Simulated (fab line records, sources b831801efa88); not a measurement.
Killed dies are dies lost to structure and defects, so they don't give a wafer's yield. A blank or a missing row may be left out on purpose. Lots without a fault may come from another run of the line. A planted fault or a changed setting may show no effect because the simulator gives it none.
Chamber matching | flow sky130 | SKY_FIELD_ISO_CMP_27 on cmp-01: 4 sister chambers
The step polishes, stops on Si3N4, t overpolish 16 s, target thk 457.8 nm. 8 wafers are shown with their chamber, then 9 later ones without.

WAFERS WITH THEIR CHAMBER
wafer  | chamber | motor_current_A (A) | time_to_endpoint_s (s)
L523.2 | 2       | 11.4                | 109
L527.6 | 0       | 13.2                | 104
L529.4 | 3       | 12.9                | 109
L529.5 | 1       | 13.8                | 118
L529.6 | 2       | 11.1                | 115
L531.1 | 0       | 13.6                | 103
L531.2 | 3       | 13.5                | 108
L531.3 | 1       | 13.4                | 114

WAFERS WITHOUT THEIR CHAMBER
wafer  | motor_current_A (A) | time_to_endpoint_s (s)
L533.1 | 13.0                | 110
L533.2 | 10.9                | 108
L533.4 | 14.9                | 104
L534.2 | 14.1                | 116
L534.3 | 13.6                | 110
L534.6 | 13.6                | 102
L538.1 | 14.0                | 104
L538.5 | 13.1                | 118
L538.6 | 11.2                | 113

WHICH CHAMBER EACH WENT THROUGH
wafer  | from the rows above          | in truth
L533.1 | can't be placed: 3 or 0      | 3
L533.2 | 2                            | 2
L533.4 | can't be placed: 0 or 3 or 1 | 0
L534.2 | 1                            | 1
L534.3 | can't be placed: 3 or 1 or 0 | 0
L534.6 | can't be placed: 0 or 3      | 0
L538.1 | can't be placed: 0 or 3      | 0
L538.5 | can't be placed: 1 or 3      | 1
L538.6 | 2                            | 2
Placed correctly: 3 of 9. Can't be placed from these rows: 6 (the true chamber is among the candidates in 6). Placed wrongly: 0.
How it was worked out, from the rows above alone: a wafer's distance from a chamber is the root of the sum, over the readings, of the square of ((its reading less the chamber's mean) divided by the reading's scatter). The wafer belongs to the nearest chamber; if the next one is less than 2 further off, it can't be placed. A chamber's mean is the mean of its shown wafers. The scatter: the root of (the sum of the squares of (reading less its chamber's mean) over the shown wafers, divided by (wafers less chambers)).
